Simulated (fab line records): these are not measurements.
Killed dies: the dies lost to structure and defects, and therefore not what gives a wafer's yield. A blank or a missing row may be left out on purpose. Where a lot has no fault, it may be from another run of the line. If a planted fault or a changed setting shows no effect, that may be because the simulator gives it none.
fab line records	flow gf180mcu	part 1 of 2: steps 1 to 28 of 38
record: lots: 5	wafers: 15	last-day: 33
route steps=602 shown PSD@249 NSD@262 SAB@264 SALICIDE@278
lots that met no fault: from a run of the same line without faults
start-h: hours from the record's opening day to when the first of the lot's shown wafers began	wait-h: time in hours since the lot's previous step	" repeats the value in the row above	L1.1+2: several wafers, shown together as one row	- no value, or no start given	* or withheld: withheld	< > ~ a bound
route shown NAME@n: NAME is a module with steps in the file, n the number in the route of the first one	usual: mean/standard deviation taken from wafers without a fault	same: alike in all rows	chamber/n: place in a boat	sites: readings site by site	_std_site: their standard deviation	_edge_site: the outer-site mean with the inner-site mean subtracted	radius-mm: how far each site lies from the wafer's centre	mask NAME#n: copy n	behind: the tool/chamber that last shaped the wafer	hold: the reason the lot was held/the length of the hold in hours/how it ended	device: the n, p or np transistor that did not switch	end of line: at the end of the route, the tests of the same wafers	a step given without rows: its recipe and nothing more	killed: at the first sort, the dies lost to defects and structure; wafer yield is something else	map: the dies of a wafer, with x for killed, . for not killed, _ for no die there
set.NAME: setting as actually run; set.NAME@STEP: the setting as run at that earlier step	model.NAME: the simulator's own value behind a step, which no gauge read
lots at some steps of the route; a table a step, a row a wafer
services: the hour from which a tool's chamber was out of use, counted from the record's first day as start-h (under 0 if before that day), plus the number of hours and why
== steps ==
step: GF_PSD_HMDS_01
recipe: prime-time-s: 60	prime-temp-c: 120
usual: chill-plate-temp-C: 22.98/0.12
lot.wafer	tool	chamber	start-h	wait-h	chill-plate-temp-C
L075.1	litho-track-01	0	317.39	0.1	22.85
L075.3	"	0	"	"	22.84
L075.6	"	0	"	"	22.79
L076.1	litho-track-02	0	328.66	0.1	22.96
L076.2	"	0	"	"	22.91
L076.6	"	0	"	"	22.88
L081.1	litho-track-01	0	365.89	0.1	22.89
L081.4	"	0	"	"	22.85
L081.5	"	0	"	"	22.96
L087.2	litho-track-03	0	423.53	0.1	23.13
L087.3	"	0	"	"	23.04
L087.6	"	0	"	"	23.14
L093.1	litho-track-03	0	468.70	0.1	23.12
L093.2	"	0	"	"	23.09
L093.3	"	0	"	"	23.15
step: GF_PSD_COAT_02
recipe: resist: NOVOLAK	spin-rpm: 3000	resist-thk-nm: 1000
usual: chill-plate-temp-C: 23.01/0.1
lot.wafer	tool	chamber	start-h	wait-h	chill-plate-temp-C
L075.1	litho-track-01	0	317.54	0.1	22.89
L075.3	"	0	"	"	22.98
L075.6	"	0	"	"	23.09
L076.1	litho-track-02	0	328.81	0.1	22.95
L076.2	"	0	"	"	23.22
L076.6	"	0	"	"	22.91
L081.1	litho-track-01	0	366.04	0.1	23.04
L081.4	"	0	"	"	22.98
L081.5	"	0	"	"	22.99
L087.2	litho-track-03	0	423.68	0.1	23.19
L087.3	"	0	"	"	23.05
L087.6	"	0	"	"	23.05
L093.1	litho-track-03	0	468.85	0.1	23.00
L093.2	"	0	"	"	23.15
L093.3	"	0	"	"	23.00
step: GF_PSD_SOFTBAKE_03
recipe: temp-c: 90	time-s: 60	resist: NOVOLAK
usual: chill-plate-temp-C: 22.97/0.1
lot.wafer	tool	chamber	start-h	wait-h	chill-plate-temp-C
L075.1	litho-track-01	0	317.69	0.1	22.87
L075.3	"	0	"	"	23.11
L075.6	"	0	"	"	23.17
L076.1	litho-track-02	0	328.96	0.1	23.01
L076.2	"	0	"	"	23.05
L076.6	"	0	"	"	23.02
L081.1	litho-track-01	0	366.19	0.1	22.87
L081.4	"	0	"	"	22.85
L081.5	"	0	"	"	22.98
L087.2	litho-track-03	0	423.83	0.1	22.88
L087.3	"	0	"	"	22.86
L087.6	"	0	"	"	22.94
L093.1	litho-track-03	0	469.00	0.1	22.94
L093.2	"	0	"	"	22.95
L093.3	"	0	"	"	23.15
step: GF_PSD_EXPOSE_04
recipe: mask-id: Pplus	target-cd-nm: 400	na: 0.6	source-shape: conventional	sigma-outer: 0.6	dose-mj: 140
lot.wafer	tool	chamber	start-h	wait-h	mask
L075.1+3+6	iline-stepper-01	0	-	-	Pplus#0
L076.1+2+6	iline-stepper-02	0	-	-	Pplus#0
L081.1+4+5	iline-stepper-01	0	-	-	Pplus#0
L087.2+3+6	iline-stepper-01	0	-	-	Pplus#0
L093.1+2+3	iline-stepper-01	0	-	-	Pplus#0
step: GF_PSD_PEB_05
recipe: temp-c: withheld	time-s: *	resist: NOVOLAK
usual: chill-plate-temp-C: *
lot.wafer	tool	chamber	start-h	wait-h	chill-plate-temp-C
L075.1	litho-track-01	0	-	-	*
L075.3	"	0	"	"	*
L075.6	"	0	"	"	*
L076.1	litho-track-02	0	-	-	*
L076.2	"	0	"	"	*
L076.6	"	0	"	"	*
L081.1	litho-track-03	0	-	-	*
L081.4	"	0	"	"	*
L081.5	"	0	"	"	*
L087.2	litho-track-03	0	-	-	*
L087.3	"	0	"	"	*
L087.6	"	0	"	"	*
L093.1	litho-track-02	0	-	-	*
L093.2	"	0	"	"	*
L093.3	"	0	"	"	*
step: GF_PSD_DEVELOP_06
recipe: develop-time-s: 60	dev-temp-c: 23
usual: chill-plate-temp-C: 23.00/0.11
lot.wafer	tool	chamber	start-h	wait-h	chill-plate-temp-C
L075.1	litho-track-01	0	327.54	0.1	23.01
L075.3	"	0	"	"	23.31
L075.6	"	0	"	"	23.09
L076.1	litho-track-02	0	340.06	0.1	22.96
L076.2	"	0	"	"	22.98
L076.6	"	0	"	"	23.06
L081.1	litho-track-03	0	377.25	0.1	22.88
L081.4	"	0	"	"	23.16
L081.5	"	0	"	"	22.88
L087.2	litho-track-03	0	436.28	0.1	22.90
L087.3	"	0	"	"	22.91
L087.6	"	0	"	"	22.97
L093.1	litho-track-02	0	481.01	0.1	22.89
L093.2	"	0	"	"	22.92
L093.3	"	0	"	"	23.06
step: GF_PSD_CD_MEAS_07
recipe: target-cd-nm: 400
usual: cd-nm: 399.9/2.3
lot.wafer	tool	chamber	start-h	wait-h	cd-nm
L075.1	cd-sem-01	-	327.69	0.1	401.4
L075.3	"	-	"	"	400.8
L075.6	"	-	"	"	401.5
L076.1	cd-sem-02	-	340.21	0.1	398.2
L076.2	"	-	"	"	401.2
L076.6	"	-	"	"	399.8
L081.1	cd-sem-02	-	377.40	0.1	397.0
L081.4	"	-	"	"	396.0
L081.5	"	-	"	"	394.6
L087.2	cd-sem-02	-	436.42	0.1	398.1
L087.3	"	-	"	"	398.1
L087.6	"	-	"	"	400.9
L093.1	cd-sem-02	-	481.16	0.1	397.3
L093.2	"	-	"	"	397.4
L093.3	"	-	"	"	397.9
step: GF_PSD_OVL_MEAS_08
usual: PSD_OVL: -0.4/1.3
lot.wafer	tool	chamber	start-h	wait-h	PSD_OVL[nm]
L075.1	overlay-01	-	327.81	0.1	-4.0
L075.3	"	-	"	"	-2.1
L075.6	"	-	"	"	-0.3
L076.1	overlay-02	-	340.33	0.1	0.7
L076.2	"	-	"	"	0.1
L076.6	"	-	"	"	1.5
L081.1	overlay-02	-	377.52	0.1	1.0
L081.4	"	-	"	"	-0.2
L081.5	"	-	"	"	-0.5
L087.2	overlay-02	-	436.53	0.1	0.4
L087.3	"	-	"	"	0.8
L087.6	"	-	"	"	1.3
L093.1	overlay-01	-	481.28	0.1	-0.4
L093.2	"	-	"	"	-1.5
L093.3	"	-	"	"	-1.2
step: GF_PSD_IMPLANT_09
recipe: species: BF2	energy-kev: 40	dose-cm2: 1.5e+15	tilt-deg: 7
lot.wafer	tool	chamber	start-h	wait-h
L075.1+3+6	implanter-03	0	327.84	0.0
L076.1+2+6	implanter-02	0	340.37	0.0
L081.1+4+5	implanter-03	0	377.56	0.0
L087.2+3+6	implanter-01	0	436.58	0.0
L093.1+2+3	implanter-03	0	481.32	0.0
step: GF_PSD_STRIP_10
recipe: chemistry: O2/N2	power-w: 1400	pressure-mtorr: 1500	platen-temp-c: 250	o2-flow-sccm: 3000	n2-flow-sccm: 300	overash-fraction: 0.5
usual: drypump-motor-current-A: 5.7/0.48	heater-power-w: 329/22	o2-flow-sccm: 2999/9	oes-product-au: 0.592/0.0044	strip-time-to-endpoint-s: 16.54/0.039
lot.wafer	tool	chamber	start-h	wait-h	drypump-motor-current-A	heater-power-w	o2-flow-sccm	oes-product-au	rf-hours-counter-h	strip-time-to-endpoint-s
L075.1	plasma-asher-01	0	327.99	0.1	4.9	327	2982	0.598	55	16.53
L075.3	"	1	"	"	5.7	359	3000	0.596	-	16.51
L075.6	"	0	"	"	5.0	321	3003	0.599	-	16.49
L076.1	plasma-asher-01	1	340.52	0.1	5.7	354	2986	0.594	56	16.54
L076.2	"	0	"	"	4.9	319	3002	0.592	56	16.53
L076.6	"	1	"	"	5.7	360	2999	0.589	-	16.54
L081.1	plasma-asher-01	1	377.71	0.1	5.7	355	2999	0.587	60	16.52
L081.4	"	1	"	"	5.7	358	2998	0.592	-	16.53
L081.5	"	0	"	"	5.0	330	3001	0.588	-	16.53
L087.2	plasma-asher-03	1	436.71	0.1	5.6	355	2999	0.593	31	16.57
L087.3	"	0	"	"	5.9	319	2998	0.591	-	16.59
L087.6	"	0	"	"	5.9	326	3007	0.591	-	16.59
L093.1	plasma-asher-03	1	481.47	0.1	5.6	356	3000	0.596	36	16.60
L093.2	"	0	"	"	5.9	327	3004	0.594	36	16.55
L093.3	"	1	"	"	5.6	353	3006	0.595	-	16.58
step: GF_PSD_TW_MEAS_11
usual: PSD_TW: 3186/36
lot.wafer	tool	chamber	start-h	wait-h	PSD_TW
L075.1	film-metro-02	-	328.09	0.1	3180
L075.3	"	-	"	"	3161
L075.6	"	-	"	"	3177
L076.1	film-metro-03	-	340.62	0.1	3174
L076.2	"	-	"	"	3171
L076.6	"	-	"	"	3174
L081.1	film-metro-02	-	377.81	0.1	3137
L081.4	"	-	"	"	3146
L081.5	"	-	"	"	3159
L087.2	film-metro-01	-	436.82	0.1	3224
L087.3	"	-	"	"	3233
L087.6	"	-	"	"	3234
L093.1	film-metro-01	-	481.57	0.1	3208
L093.2	"	-	"	"	3235
L093.3	"	-	"	"	3241
step: GF_PSD_CLEAN_12
recipe: chemistry: SC1/SC2	mix: 1:4:20	temp-c: 70	time-s: 150	dry: n2-spin
lot.wafer	tool	chamber	start-h	wait-h
L075.1+3+6	wet-bench-02	1	328.15	0.1
L076.1+2+6	wet-bench-03	2	340.68	0.1
L081.1+4+5	wet-bench-02	3	377.87	0.1
L087.2+3+6	wet-bench-02	2	436.87	0.0
L093.1+2+3	wet-bench-01	3	481.63	0.1
step: GF_PSD_RTA_13
recipe: temp-c: 1025	time-s: 20	ambient: N2
usual: lamp-power-pct: 33.8/0.6	wafer_temp_C_max: 1029.5/0.89
lot.wafer	tool	chamber	start-h	wait-h	lamp-power-pct	wafer_temp_C_max
L075.1	rtp-anneal-01	0	328.21	0.0	34.2	1029.4
L075.3	"	0	"	"	34.1	1030.5
L075.6	"	0	"	"	34.2	1031.1
L076.1	rtp-anneal-01	0	340.73	0.0	34.2	1028.5
L076.2	"	0	"	"	34.2	1029.4
L076.6	"	0	"	"	34.2	1030.9
L081.1	rtp-anneal-01	0	377.92	0.0	34.2	1028.7
L081.4	"	0	"	"	34.2	1028.0
L081.5	"	0	"	"	34.2	1028.8
L087.2	rtp-anneal-01	0	436.93	0.0	34.2	1028.9
L087.3	"	0	"	"	34.2	1030.4
L087.6	"	0	"	"	34.1	1030.1
L093.1	rtp-anneal-01	0	481.68	0.0	34.2	1028.4
L093.2	"	0	"	"	34.2	1029.0
L093.3	"	0	"	"	34.2	1028.7
step: GF_PSD_RS_MEAS_14
recipe: thk-meas-gauge: four-point-probe
usual: NSD_RS: 46.12/0.1
lot.wafer	tool	chamber	start-h	wait-h	NSD_RS[ohm/sq]
L075.1	film-metro-03	-	328.30	0.1	46.12
L075.3	"	-	"	"	45.95
L075.6	"	-	"	"	45.95
L076.1	film-metro-01	-	340.81	0.1	46.10
L076.2	"	-	"	"	46.09
L076.6	"	-	"	"	45.98
L081.1	film-metro-03	-	378.00	0.1	46.05
L081.4	"	-	"	"	46.09
L081.5	"	-	"	"	46.04
L087.2	film-metro-02	-	437.02	0.1	46.15
L087.3	"	-	"	"	46.11
L087.6	"	-	"	"	46.25
L093.1	film-metro-02	-	481.76	0.1	46.20
L093.2	"	-	"	"	46.21
L093.3	"	-	"	"	46.16
step: GF_PSD_RS_MEAS_15
recipe: thk-meas-gauge: four-point-probe
usual: PSD_RS: 108.56/0.28
lot.wafer	tool	chamber	start-h	wait-h	PSD_RS[ohm/sq]
L075.1	film-metro-03	-	328.42	0.1	108.24
L075.3	"	-	"	"	108.26
L075.6	"	-	"	"	108.12
L076.1	film-metro-01	-	340.93	0.1	108.27
L076.2	"	-	"	"	108.59
L076.6	"	-	"	"	108.17
L081.1	film-metro-03	-	378.12	0.1	108.49
L081.4	"	-	"	"	108.71
L081.5	"	-	"	"	108.31
L087.2	film-metro-02	-	437.14	0.1	108.60
L087.3	"	-	"	"	108.71
L087.6	"	-	"	"	108.64
L093.1	film-metro-02	-	481.88	0.1	108.98
L093.2	"	-	"	"	108.73
L093.3	"	-	"	"	108.60
step: GF_SAB_CVD_00
recipe: material: SiO2	target-thk-nm: 50	precursor: TEOS	temp-c: 400	time-s: 4.9302	rf-w: 600
usual: heater-power-w: 681/110
lot.wafer	tool	chamber	start-h	wait-h	heater-power-w
L075.1	pecvd-03	1	328.54	0.1	782
L075.3	"	2	"	"	604
L075.6	"	1	"	"	783
L076.1	pecvd-02	0	341.05	0.1	590
L076.2	"	1	"	"	652
L076.6	"	2	"	"	822
L081.1	pecvd-03	2	378.24	0.1	627
L081.4	"	1	"	"	862
L081.5	"	2	"	"	643
L087.2	pecvd-04	2	437.24	0.1	776
L087.3	"	0	"	"	835
L087.6	"	0	"	"	829
L093.1	pecvd-02	2	482.00	0.1	757
L093.2	"	0	"	"	558
L093.3	"	1	"	"	644
step: GF_SAB_THK_MEAS_01
recipe: reads: SiO2_of_SAB_CVD_00
usual: SAB_CVD_00_THK: 49.6/0.66
lot.wafer	tool	chamber	start-h	wait-h	SAB_CVD_00_THK[nm]
L075.1	film-metro-04	-	328.56	0.0	49.2
L075.3	"	-	"	"	48.8
L075.6	"	-	"	"	50.3
L076.1	film-metro-03	-	341.07	0.0	49.2
L076.2	"	-	"	"	48.7
L076.6	"	-	"	"	50.7
L081.1	film-metro-04	-	378.26	0.0	48.6
L081.4	"	-	"	"	49.1
L081.5	"	-	"	"	48.9
L087.2	film-metro-01	-	437.27	0.0	48.4
L087.3	"	-	"	"	48.0
L087.6	"	-	"	"	49.6
L093.1	film-metro-04	-	482.02	0.0	49.1
L093.2	"	-	"	"	48.9
L093.3	"	-	"	"	50.1
step: GF_SAB_DEHYDRATE_02
recipe: temp-c: 200	time-s: 60
usual: chill-plate-temp-C: 22.99/0.1
lot.wafer	tool	chamber	start-h	wait-h	chill-plate-temp-C
L075.1	litho-track-04	0	338.66	10.1	23.14
L075.3	"	0	"	"	23.08
L075.6	"	0	"	"	22.94
L076.1	litho-track-04	0	351.26	10.2	22.82
L076.2	"	0	"	"	22.88
L076.6	"	0	"	"	22.92
L081.1	litho-track-02	0	388.96	10.7	23.05
L081.4	"	0	"	"	22.90
L081.5	"	0	"	"	23.04
L087.2	litho-track-02	0	448.44	11.2	22.97
L087.3	"	0	"	"	22.90
L087.6	"	0	"	"	23.10
L093.1	litho-track-01	0	493.48	11.4	22.88
L093.2	"	0	"	"	22.99
L093.3	"	0	"	"	23.05
step: GF_SAB_HMDS_03
recipe: prime-time-s: 60	prime-temp-c: 120
usual: chill-plate-temp-C: 23.01/0.11
lot.wafer	tool	chamber	start-h	wait-h	chill-plate-temp-C
L075.1	litho-track-04	0	338.81	0.1	23.11
L075.3	"	0	"	"	23.20
L075.6	"	0	"	"	23.01
L076.1	litho-track-04	0	351.41	0.1	23.14
L076.2	"	0	"	"	23.02
L076.6	"	0	"	"	23.07
L081.1	litho-track-02	0	389.11	0.1	22.87
L081.4	"	0	"	"	22.86
L081.5	"	0	"	"	22.91
L087.2	litho-track-02	0	448.59	0.1	23.04
L087.3	"	0	"	"	23.11
L087.6	"	0	"	"	23.03
L093.1	litho-track-01	0	493.63	0.1	23.04
L093.2	"	0	"	"	23.03
L093.3	"	0	"	"	22.90
step: GF_SAB_COAT_04
recipe: resist: NOVOLAK	spin-rpm: 3000	resist-thk-nm: 1000
usual: chill-plate-temp-C: 23.01/0.099
lot.wafer	tool	chamber	start-h	wait-h	chill-plate-temp-C
L075.1	litho-track-04	0	338.96	0.1	23.16
L075.3	"	0	"	"	23.10
L075.6	"	0	"	"	22.97
L076.1	litho-track-04	0	351.56	0.1	22.96
L076.2	"	0	"	"	22.97
L076.6	"	0	"	"	23.04
L081.1	litho-track-02	0	389.26	0.1	23.04
L081.4	"	0	"	"	22.94
L081.5	"	0	"	"	23.01
L087.2	litho-track-02	0	448.74	0.1	23.17
L087.3	"	0	"	"	22.98
L087.6	"	0	"	"	22.98
L093.1	litho-track-01	0	493.78	0.1	23.12
L093.2	"	0	"	"	23.19
L093.3	"	0	"	"	22.97
step: GF_SAB_SOFTBAKE_05
recipe: temp-c: 90	time-s: 60	resist: NOVOLAK
usual: chill-plate-temp-C: 23.02/0.1
lot.wafer	tool	chamber	start-h	wait-h	chill-plate-temp-C
L075.1	litho-track-04	0	339.11	0.1	22.85
L075.3	"	0	"	"	23.02
L075.6	"	0	"	"	23.01
L076.1	litho-track-04	0	351.71	0.1	23.22
L076.2	"	0	"	"	23.09
L076.6	"	0	"	"	22.96
L081.1	litho-track-02	0	389.41	0.1	22.95
L081.4	"	0	"	"	22.97
L081.5	"	0	"	"	22.98
L087.2	litho-track-02	0	448.89	0.1	22.98
L087.3	"	0	"	"	22.80
L087.6	"	0	"	"	22.87
L093.1	litho-track-01	0	493.93	0.1	23.08
L093.2	"	0	"	"	23.07
L093.3	"	0	"	"	23.08
step: GF_SAB_EXPOSE_06
recipe: mask-id: SAB	target-cd-nm: 420	na: 0.6	source-shape: conventional	sigma-outer: 0.6	dose-mj: 140
lot.wafer	tool	chamber	start-h	wait-h	mask
L075.1+3+6	iline-stepper-01	0	-	-	SAB#0
L076.1+2+6	iline-stepper-02	0	-	-	SAB#0
L081.1+4+5	iline-stepper-02	0	-	-	SAB#0
L087.2+3+6	iline-stepper-01	0	-	-	SAB#0
L093.1+2+3	iline-stepper-01	0	-	-	SAB#0
step: GF_SAB_PEB_07
recipe: temp-c: withheld	time-s: *	resist: NOVOLAK
usual: chill-plate-temp-C: *
lot.wafer	tool	chamber	start-h	wait-h	chill-plate-temp-C
L075.1	litho-track-02	0	-	-	*
L075.3	"	0	"	"	*
L075.6	"	0	"	"	*
L076.1	litho-track-04	0	-	-	*
L076.2	"	0	"	"	*
L076.6	"	0	"	"	*
L081.1	litho-track-01	0	-	-	*
L081.4	"	0	"	"	*
L081.5	"	0	"	"	*
L087.2	litho-track-01	0	-	-	*
L087.3	"	0	"	"	*
L087.6	"	0	"	"	*
L093.1	litho-track-04	0	-	-	*
L093.2	"	0	"	"	*
L093.3	"	0	"	"	*
step: GF_SAB_DEVELOP_08
recipe: develop-time-s: 60	dev-temp-c: 23
usual: chill-plate-temp-C: 23.00/0.1
lot.wafer	tool	chamber	start-h	wait-h	chill-plate-temp-C
L075.1	litho-track-02	0	350.11	0.1	23.03
L075.3	"	0	"	"	22.90
L075.6	"	0	"	"	22.99
L076.1	litho-track-04	0	361.71	0.1	23.03
L076.2	"	0	"	"	22.89
L076.6	"	0	"	"	23.20
L081.1	litho-track-01	0	400.69	0.1	22.94
L081.4	"	0	"	"	23.00
L081.5	"	0	"	"	22.97
L087.2	litho-track-01	0	460.81	0.1	22.94
L087.3	"	0	"	"	22.89
L087.6	"	0	"	"	22.98
L093.1	litho-track-04	0	505.71	0.1	23.01
L093.2	"	0	"	"	23.04
L093.3	"	0	"	"	22.97
step: GF_SAB_CD_MEAS_09
recipe: target-cd-nm: 420
usual: cd-nm: 419.9/2.5
lot.wafer	tool	chamber	start-h	wait-h	cd-nm
L075.1	cd-sem-01	-	350.26	0.1	424.2
L075.3	"	-	"	"	423.5
L075.6	"	-	"	"	422.3
L076.1	cd-sem-01	-	361.86	0.1	423.3
L076.2	"	-	"	"	421.0
L076.6	"	-	"	"	424.6
L081.1	cd-sem-01	-	400.84	0.1	418.7
L081.4	"	-	"	"	419.0
L081.5	"	-	"	"	416.6
L087.2	cd-sem-02	-	460.95	0.1	423.4
L087.3	"	-	"	"	422.8
L087.6	"	-	"	"	424.3
L093.1	cd-sem-01	-	505.86	0.1	420.9
L093.2	"	-	"	"	419.3
L093.3	"	-	"	"	420.5
step: GF_SAB_OVL_MEAS_10
usual: SAB_OVL: -0.9/1.6
lot.wafer	tool	chamber	start-h	wait-h	SAB_OVL[nm]
L075.1	overlay-02	-	350.38	0.1	0.6
L075.3	"	-	"	"	-1.7
L075.6	"	-	"	"	-1.0
L076.1	overlay-01	-	361.98	0.1	-2.6
L076.2	"	-	"	"	-2.2
L076.6	"	-	"	"	-1.3
L081.1	overlay-02	-	400.96	0.1	-0.9
L081.4	"	-	"	"	-0.1
L081.5	"	-	"	"	-0.2
L087.2	overlay-01	-	461.06	0.1	-2.8
L087.3	"	-	"	"	-3.6
L087.6	"	-	"	"	-6.2
L093.1	overlay-01	-	505.98	0.1	2.2
L093.2	"	-	"	"	1.3
L093.3	"	-	"	"	-0.9
step: GF_SAB_ETCH_11
recipe: chemistry: C4F8/O2/Ar	mask-material: NOVOLAK	target: SiO2	target-depth-nm: 55	source-w: 1500	bias-w: 1200	pressure-mtorr: 40	c4f8-flow-sccm: withheld	O2_flow_sccm: 6	Ar_flow_sccm: 300	time-s: 8.5
usual: oes-product-au: 1.001/0.012
lot.wafer	tool	chamber	start-h	wait-h	oes-product-au	rf-hours-counter-h
L075.1	rie-diel-04	2	350.42	0.0	0.986	28
L075.3	"	1	"	"	0.987	107
L075.6	"	3	"	"	1.009	-
L076.1	rie-diel-03	1	362.02	0.0	0.988	104
L076.2	"	2	"	"	1.020	111
L076.6	"	1	"	"	0.984	-
L081.1	rie-diel-03	3	400.99	0.0	1.017	71
L081.4	"	1	"	"	0.984	-
L081.5	"	0	"	"	1.008	-
L087.2	rie-diel-04	0	461.09	0.0	0.990	81
L087.3	"	1	"	"	0.998	1
L087.6	"	2	"	"	0.997	-
L093.1	rie-diel-01	0	506.02	0.0	1.006	1
L093.2	"	2	"	"	0.988	65
L093.3	"	3	"	"	0.994	59
step: GF_SAB_WET_ETCH_12
recipe: chemistry: dHF	target-depth-nm: 22	dry: n2-spin	target: SiO2	temp-c: 25	dilution: 100:1	time-s: 440
lot.wafer	tool	chamber	start-h	wait-h
L075.1+3+6	wet-bench-03	0	350.44	0.0
L076.1+2+6	wet-bench-04	0	362.04	0.0
L081.1+4+5	wet-bench-03	1	401.01	0.0
L087.2+3+6	wet-bench-04	2	461.11	0.0
L093.1+2+3	wet-bench-03	3	506.04	0.0
